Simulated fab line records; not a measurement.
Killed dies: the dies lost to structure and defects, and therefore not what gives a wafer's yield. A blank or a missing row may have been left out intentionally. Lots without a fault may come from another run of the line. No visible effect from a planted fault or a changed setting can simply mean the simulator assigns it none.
fab line records | flow sky130
record lots=5 | wafers=15 | lastDay=49
route steps=708 shown LDD_LDN@295 SPACER@304 POLY_CUT@307
lots untouched by any fault: they come from a run of this same line in which no faults occurred
startH: start of the lot's first displayed wafer, in hours after the record's first day | waitH: hours elapsed since this lot's preceding step | " the same as in the row above | L1.1+2: several wafers, shown together as one row | - no value, or no start given | * or withheld: withheld | < > ~ a bound
route shown NAME@n: NAME is a module with steps in the file, n the number in the route of the first one | usual: mean/standard deviation of fault-free wafers | same: alike in all rows | chamber/n: place in a boat | sites: the reading at each site | _std_site: the standard deviation of these | _edge_site: mean of outer sites minus mean of inner sites | radiusMm: for every site, how far away it sits from the centre of the wafer | mask NAME#n: copy n | behind: the last tool/chamber to shape the wafer | hold: cause of the lot's hold/its duration in hours/its outcome | device: the n, p or np transistor that did not switch | end of line: tests run on the same wafers once the route is complete | where a step has no rows: the recipe by itself | killed: at the first sort, the dies lost to defects and structure; wafer yield is something else | map: a wafer's dies, marking killed ones x, the rest . and places with no die _
set.NAME: the run value of the setting; set.NAME@STEP: its run value at that earlier step | model.NAME: the simulator's own value behind a step, which no gauge read
lots at some steps of the route; a table a step, a row a wafer
services: when a tool's chamber went out of use (startH, in hours from the record's first day, below 0 if earlier), for how many hours, and the reason
## steps
# step SKY_LDD_LDN_DEVELOP_06
# recipe resist=NOVOLAK | developer=TMAH | developTimeS=60 | devTempC=23
# usual chillPlateTempC=23.01/0.097
lot.wafer | tool          | chamber | startH | waitH | chillPlateTempC
L074.1    | lithoTrack-03 | 0       | 525.71 | 0.1   | 23.13
L074.2    | "             | 0       | "      | "     | 23.06
L074.4    | "             | 0       | "      | "     | 23.07
L076.3    | lithoTrack-02 | 0       | 551.01 | 0.1   | 22.95
L076.4    | "             | 0       | "      | "     | 23.01
L076.5    | "             | 0       | "      | "     | 22.95
L077.1    | lithoTrack-03 | 0       | 571.51 | 0.1   | 22.92
L077.5    | "             | 0       | "      | "     | 22.91
L077.6    | "             | 0       | "      | "     | 23.02
L092.3    | lithoTrack-03 | 0       | 678.36 | 0.1   | 22.97
L092.4    | "             | 0       | "      | "     | 23.07
L092.5    | "             | 0       | "      | "     | 23.02
L093.1    | lithoTrack-04 | 0       | 683.49 | 0.1   | 23.09
L093.2    | "             | 0       | "      | "     | 23.12
L093.6    | "             | 0       | "      | "     | 22.95
# step SKY_LDD_LDN_OVL_MEAS_07
# usual LDD_LDN_OVL=-0.5/1.4
lot.wafer | tool       | chamber | startH | waitH | LDD_LDN_OVL[nm]
L074.1    | overlay-02 | -       | 525.86 | 0.1   | 0.7
L074.2    | "          | -       | "      | "     | 0.1
L074.4    | "          | -       | "      | "     | 0.5
L076.3    | overlay-02 | -       | 551.13 | 0.1   | -1.5
L076.4    | "          | -       | "      | "     | -0.9
L076.5    | "          | -       | "      | "     | -0.5
L077.1    | overlay-02 | -       | 571.66 | 0.1   | 1.3
L077.5    | "          | -       | "      | "     | 0.2
L077.6    | "          | -       | "      | "     | 0.1
L092.3    | overlay-02 | -       | 678.47 | 0.1   | 0.0
L092.4    | "          | -       | "      | "     | -1.0
L092.5    | "          | -       | "      | "     | 1.4
L093.1    | overlay-02 | -       | 683.64 | 0.1   | -2.6
L093.2    | "          | -       | "      | "     | -1.7
L093.6    | "          | -       | "      | "     | -2.8
# step SKY_LDD_LDN_IMPLANT_08
# recipe species=As | energyKev=15 | doseCm2=1.25e+13 | tiltDeg=withheld | rotationDeg=23
lot.wafer  | tool         | chamber | startH | waitH
L074.1+2+4 | implanter-03 | 0       | 525.90 | 0.0
L076.3+4+5 | implanter-04 | 0       | 551.20 | 0.1
L077.1+5+6 | implanter-03 | 0       | 571.70 | 0.0
L092.3+4+5 | implanter-01 | 0       | 678.55 | 0.1
L093.1+2+6 | implanter-04 | 0       | 683.68 | 0.0
# step SKY_LDD_LDN_IMPLANT_09
# recipe species=As | energyKev=15 | doseCm2=1.25e+13 | tiltDeg=withheld | rotationDeg=113
lot.wafer  | tool         | chamber | startH | waitH
L074.1+2+4 | implanter-03 | 0       | 526.05 | 0.1
L076.3+4+5 | implanter-04 | 0       | 551.35 | 0.1
L077.1+5+6 | implanter-03 | 0       | 571.85 | 0.1
L092.3+4+5 | implanter-01 | 0       | 678.70 | 0.1
L093.1+2+6 | implanter-04 | 0       | 683.83 | 0.1
# step SKY_LDD_LDN_IMPLANT_10
# recipe species=As | energyKev=15 | doseCm2=1.25e+13 | tiltDeg=withheld | rotationDeg=203
lot.wafer  | tool         | chamber | startH | waitH
L074.1+2+4 | implanter-03 | 0       | 526.20 | 0.1
L076.3+4+5 | implanter-04 | 0       | 551.50 | 0.1
L077.1+5+6 | implanter-03 | 0       | 572.00 | 0.1
L092.3+4+5 | implanter-01 | 0       | 678.85 | 0.1
L093.1+2+6 | implanter-04 | 0       | 683.98 | 0.1
# step SKY_LDD_LDN_IMPLANT_11
# recipe species=As | energyKev=15 | doseCm2=1.25e+13 | tiltDeg=withheld | rotationDeg=293
lot.wafer  | tool         | chamber | startH | waitH
L074.1+2+4 | implanter-03 | 0       | 526.35 | 0.1
L076.3+4+5 | implanter-04 | 0       | 551.65 | 0.1
L077.1+5+6 | implanter-03 | 0       | 572.15 | 0.1
L092.3+4+5 | implanter-01 | 0       | 679.00 | 0.1
L093.1+2+6 | implanter-04 | 0       | 684.13 | 0.1
# step SKY_LDD_LDN_STRIP_12
# recipe chemistry=O2/N2 | powerW=1400 | pressureMtorr=1500 | platenTempC=withheld | o2FlowSccm=3000 | n2FlowSccm=300 | overashFraction=0.5
# usual drypumpMotorCurrentA=5.7/0.44 | n2FlowSccm=299.9/0.89 | oesProductAu=0.715/0.0047 | stripTimeToEndpointS=14.18/0.037
lot.wafer | tool           | chamber | startH | waitH | drypumpMotorCurrentA | n2FlowSccm | oesProductAu | rfHoursCounterH | stripTimeToEndpointS
L074.1    | plasmaAsher-01 | 1       | 526.50 | 0.1   | 6.7                  | 298.1      | 0.720        | 71              | 14.14
L074.2    | "              | 0       | "      | "     | 5.8                  | 300.6      | 0.715        | 71              | 14.15
L074.4    | "              | 1       | "      | "     | 6.7                  | 298.8      | 0.707        | -               | 14.15
L076.3    | plasmaAsher-02 | 0       | 551.78 | 0.1   | 5.9                  | 301.5      | 0.709        | -               | 14.19
L076.4    | "              | 1       | "      | "     | 5.8                  | 299.1      | 0.715        | -               | 14.15
L076.5    | "              | 0       | "      | "     | 6.0                  | 300.2      | 0.713        | -               | 14.16
L077.1    | plasmaAsher-03 | 1       | 572.30 | 0.1   | 5.3                  | 299.0      | 0.717        | 85              | 14.18
L077.5    | "              | 1       | "      | "     | 5.3                  | 299.3      | 0.715        | -               | 14.18
L077.6    | "              | 0       | "      | "     | 5.2                  | 299.6      | 0.716        | -               | 14.21
L092.3    | plasmaAsher-03 | 1       | 679.13 | 0.1   | 5.3                  | 299.9      | 0.711        | -               | 14.20
L092.4    | "              | 0       | "      | "     | 5.3                  | 300.2      | 0.714        | -               | 14.17
L092.5    | "              | 0       | "      | "     | 5.2                  | 299.6      | 0.720        | -               | 14.16
L093.1    | plasmaAsher-03 | 1       | 684.28 | 0.1   | 5.3                  | 300.3      | 0.707        | 96              | 14.18
L093.2    | "              | 0       | "      | "     | 5.2                  | 299.1      | 0.711        | 96              | 14.19
L093.6    | "              | 0       | "      | "     | 5.3                  | 299.4      | 0.721        | -               | 14.21
# step SKY_LDD_LDN_TW_MEAS_13
# usual LDD_LDN_TW=1493/22
lot.wafer | tool         | chamber | startH | waitH | LDD_LDN_TW
L074.1    | filmMetro-04 | -       | 526.60 | 0.1   | 1473
L074.2    | "            | -       | "      | "     | 1475
L074.4    | "            | -       | "      | "     | 1473
L076.3    | filmMetro-04 | -       | 551.87 | 0.1   | 1467
L076.4    | "            | -       | "      | "     | 1469
L076.5    | "            | -       | "      | "     | 1472
L077.1    | filmMetro-01 | -       | 572.40 | 0.1   | 1522
L077.5    | "            | -       | "      | "     | 1523
L077.6    | "            | -       | "      | "     | 1520
L092.3    | filmMetro-03 | -       | 679.22 | 0.1   | 1475
L092.4    | "            | -       | "      | "     | 1486
L092.5    | "            | -       | "      | "     | 1474
L093.1    | filmMetro-01 | -       | 684.38 | 0.1   | 1524
L093.2    | "            | -       | "      | "     | 1527
L093.6    | "            | -       | "      | "     | 1527
# step SKY_LDD_LDN_CLEAN_14
# recipe chemistry=SC1/SC2 | mix=1:4:20 | tempC=70 | timeS=150 | dry=n2Spin
# usual bathGuardTempC=70.1/0.32
lot.wafer | tool        | chamber | startH | waitH | bathGuardTempC
L074.1    | wetBench-02 | 3       | 526.66 | 0.1   | 70.1
L074.2    | "           | 3       | "      | "     | 70.2
L074.4    | "           | 3       | "      | "     | 70.1
L076.3    | wetBench-02 | 1       | 551.91 | 0.0   | 70.3
L076.4    | "           | 1       | "      | "     | 70.1
L076.5    | "           | 1       | "      | "     | 70.0
L077.1    | wetBench-02 | 0       | 572.46 | 0.1   | 69.8
L077.5    | "           | 0       | "      | "     | 70.4
L077.6    | "           | 0       | "      | "     | 70.2
L092.3    | wetBench-03 | 0       | 679.26 | 0.0   | 69.5
L092.4    | "           | 0       | "      | "     | 69.8
L092.5    | "           | 0       | "      | "     | 69.8
L093.1    | wetBench-04 | 0       | 684.44 | 0.1   | 70.4
L093.2    | "           | 0       | "      | "     | 70.1
L093.6    | "           | 0       | "      | "     | 70.0
# step SKY_SPACER_CVD_00
# recipe material=Si3N4 | precursor=DCS/NH3 | targetThkNm=43.1 | tempC=770 | timeS=740 | pressureMtorr=250
# usual spikeTcBottomC=789.5/1.4 | zonePowerLowerPct=14.6/0.73
lot.wafer | tool     | chamber | startH | waitH | spikeTcBottomC | zonePowerLowerPct
L074.1    | lpcvd-02 | 1       | 526.71 | 0.0   | 790.5          | 15.3
L074.2    | "        | 1       | "      | "     | 790.8          | 15.0
L074.4    | "        | 1       | "      | "     | 789.9          | 15.0
L076.3    | lpcvd-02 | 0       | 551.96 | 0.0   | 787.4          | 13.5
L076.4    | "        | 0       | "      | "     | 787.5          | 13.4
L076.5    | "        | 0       | "      | "     | 786.7          | 13.3
L077.1    | lpcvd-02 | 1       | 572.51 | 0.0   | 789.5          | 15.4
L077.5    | "        | 1       | "      | "     | 790.3          | 15.3
L077.6    | "        | 1       | "      | "     | 791.0          | 15.1
L092.3    | lpcvd-02 | 1       | 679.31 | 0.0   | 789.8          | 15.0
L092.4    | "        | 1       | "      | "     | 789.0          | 14.8
L092.5    | "        | 1       | "      | "     | 789.6          | 15.1
L093.1    | lpcvd-02 | 0       | 684.49 | 0.0   | 787.2          | 13.3
L093.2    | "        | 0       | "      | "     | 788.6          | 13.3
L093.6    | "        | 0       | "      | "     | 787.8          | 13.5
# step SKY_SPACER_THK_MEAS_01
# recipe reads=Si3N4_of_SPACER_CVD_00
# usual SPACER_CVD_00_THK=43.1/0.44
lot.wafer | tool         | chamber | startH | waitH | SPACER_CVD_00_THK[nm]
L074.1    | filmMetro-03 | -       | 527.92 | 0.0   | 43.0
L074.2    | "            | -       | "      | "     | 42.9
L074.4    | "            | -       | "      | "     | 43.0
L076.3    | filmMetro-01 | -       | 553.79 | 0.0   | 43.7
L076.4    | "            | -       | "      | "     | 43.2
L076.5    | "            | -       | "      | "     | 43.6
L077.1    | filmMetro-03 | -       | 574.32 | 0.0   | 43.7
L077.5    | "            | -       | "      | "     | 43.5
L077.6    | "            | -       | "      | "     | 43.9
L092.3    | filmMetro-02 | -       | 680.54 | 0.0   | 43.1
L092.4    | "            | -       | "      | "     | 43.0
L092.5    | "            | -       | "      | "     | 43.6
L093.1    | filmMetro-01 | -       | 685.69 | 0.0   | 42.3
L093.2    | "            | -       | "      | "     | 42.0
L093.6    | "            | -       | "      | "     | 42.5
# step SKY_SPACER_ETCHBACK_02
# recipe chemistry=CH3F/O2 | target=Si3N4 | stopOn=SiO2 | sourceW=400 | biasW=80 | pressureMtorr=25 | ch3fFlowSccm=40 | O2_flow_sccm=30 | timeS=46.7 | targetDepthA=450
# usual biasW=80.00/0.22 | drypumpMotorCurrentA=5.8/0.42 | oesProductAu=0.855/0.0063 | throttleValvePct=10.563/0.0088
lot.wafer | tool       | chamber | startH | waitH | biasW | drypumpMotorCurrentA | oesProductAu | rfHoursCounterH | throttleValvePct
L074.1    | rieDiel-01 | 1       | 527.98 | 0.1   | 80.10 | 5.8                  | 0.856        | 9               | 10.564
L074.2    | "          | 0       | "      | "     | 80.27 | 5.7                  | 0.851        | 7               | 10.558
L074.4    | "          | 3       | "      | "     | 79.94 | 5.3                  | 0.853        | 3               | 10.569
L076.3    | rieDiel-02 | 2       | 553.83 | 0.0   | 80.16 | 5.1                  | 0.864        | 1               | 10.569
L076.4    | "          | 3       | "      | "     | 80.15 | 6.3                  | 0.849        | 0               | 10.570
L076.5    | "          | 2       | "      | "     | 80.17 | 5.1                  | 0.862        | -               | 10.568
L077.1    | rieDiel-02 | 2       | 574.38 | 0.1   | 79.84 | 5.1                  | 0.862        | 2               | 10.565
L077.5    | "          | 2       | "      | "     | 80.32 | 5.1                  | 0.860        | -               | 10.571
L077.6    | "          | 3       | "      | "     | 79.93 | 6.3                  | 0.852        | -               | 10.563
L092.3    | rieDiel-04 | 2       | 680.58 | 0.0   | 80.16 | 5.5                  | 0.855        | 14              | 10.569
L092.4    | "          | 3       | "      | "     | 80.13 | 6.3                  | 0.859        | 5               | 10.557
L092.5    | "          | 2       | "      | "     | 80.11 | 5.5                  | 0.855        | -               | 10.568
L093.1    | rieDiel-02 | 0       | 685.75 | 0.1   | 79.66 | 5.6                  | 0.844        | 3               | 10.565
L093.2    | "          | 1       | "      | "     | 79.98 | 5.9                  | 0.836        | 31              | 10.549
L093.6    | "          | 1       | "      | "     | 80.10 | 5.9                  | 0.853        | -               | 10.573
# step SKY_POLY_CUT_DEHYDRATE_00
# recipe tempC=200 | timeS=60
# usual chillPlateTempC=23.00/0.095
lot.wafer | tool          | chamber | startH | waitH | chillPlateTempC
L074.1    | lithoTrack-04 | 0       | 542.64 | 14.6  | 22.91
L074.2    | "             | 0       | "      | "     | 23.05
L074.4    | "             | 0       | "      | "     | 22.96
L076.3    | lithoTrack-02 | 0       | 568.31 | 14.5  | 22.88
L076.4    | "             | 0       | "      | "     | 23.07
L076.5    | "             | 0       | "      | "     | 22.98
L077.1    | lithoTrack-02 | 0       | 588.06 | 13.7  | 22.94
L077.5    | "             | 0       | "      | "     | 22.98
L077.6    | "             | 0       | "      | "     | 22.96
L092.3    | lithoTrack-04 | 0       | 694.24 | 13.6  | 22.80
L092.4    | "             | 0       | "      | "     | 22.94
L092.5    | "             | 0       | "      | "     | 23.01
L093.1    | lithoTrack-02 | 0       | 699.16 | 13.4  | 22.97
L093.2    | "             | 0       | "      | "     | 22.85
L093.6    | "             | 0       | "      | "     | 22.88
# step SKY_POLY_CUT_HMDS_01
# recipe primeTimeS=60 | primeTempC=120
# usual chillPlateTempC=23.00/0.12 | primeTempC=120.02/0.15
lot.wafer | tool          | chamber | startH | waitH | chillPlateTempC | primeTempC
L074.1    | lithoTrack-04 | 0       | 542.79 | 0.1   | 23.16           | 119.96
L074.2    | "             | 0       | "      | "     | 23.23           | 120.11
L074.4    | "             | 0       | "      | "     | 23.25           | 120.23
L076.3    | lithoTrack-02 | 0       | 568.46 | 0.1   | 23.14           | 120.04
L076.4    | "             | 0       | "      | "     | 23.04           | 119.97
L076.5    | "             | 0       | "      | "     | 23.05           | 120.09
L077.1    | lithoTrack-02 | 0       | 588.21 | 0.1   | 22.97           | 120.10
L077.5    | "             | 0       | "      | "     | 23.08           | 120.06
L077.6    | "             | 0       | "      | "     | 23.03           | 120.11
L092.3    | lithoTrack-04 | 0       | 694.39 | 0.1   | 22.97           | 120.16
L092.4    | "             | 0       | "      | "     | 22.96           | 120.29
L092.5    | "             | 0       | "      | "     | 22.88           | 120.31
L093.1    | lithoTrack-02 | 0       | 699.31 | 0.1   | 22.91           | 120.08
L093.2    | "             | 0       | "      | "     | 22.91           | 120.08
L093.6    | "             | 0       | "      | "     | 22.94           | 119.99
## services
tool           | chamber | startH | hours | kind
wetBench-04    | -       | 513.75 | 1.9   | pm
rieDiel-04     | -       | 527.20 | 0.4   | repair
rieDiel-01     | 0       | 534.99 | 4.2   | repair
wetBench-04    | -       | 537.73 | 3.5   | repair
implanter-03   | -       | 573.51 | 1.0   | repair
lpcvd-02       | -       | 575.56 | 1.1   | repair
plasmaAsher-01 | -       | 579.19 | 2.9   | repair
rieDiel-04     | 1       | 582.25 | 12.5  | repair
plasmaAsher-03 | -       | 592.93 | 2.7   | repair
implanter-01   | -       | 598.55 | 4.5   | pm
wetBench-04    | -       | 601.55 | 34.6  | repair
rieDiel-01     | 3       | 619.67 | 13.4  | repair
plasmaAsher-03 | -       | 624.80 | 6.1   | repair
plasmaAsher-03 | -       | 626.74 | 1.1   | repair
rieDiel-02     | -       | 636.96 | 0.5   | repair
rieDiel-02     | 3       | 639.22 | 6.4   | repair
implanter-04   | -       | 640.14 | 0.6   | repair
implanter-01   | -       | 658.70 | 4.7   | repair
implanter-04   | -       | 659.48 | 2.4   | repair
rieDiel-02     | 3       | 662.79 | 4.6   | repair
implanter-04   | -       | 668.94 | 2.1   | repair
implanter-01   | -       | 677.08 | 1.4   | repair
rieDiel-02     | 2       | 678.27 | 17.1  | repair
implanter-03   | -       | 685.87 | 1.5   | repair
## key
fault none
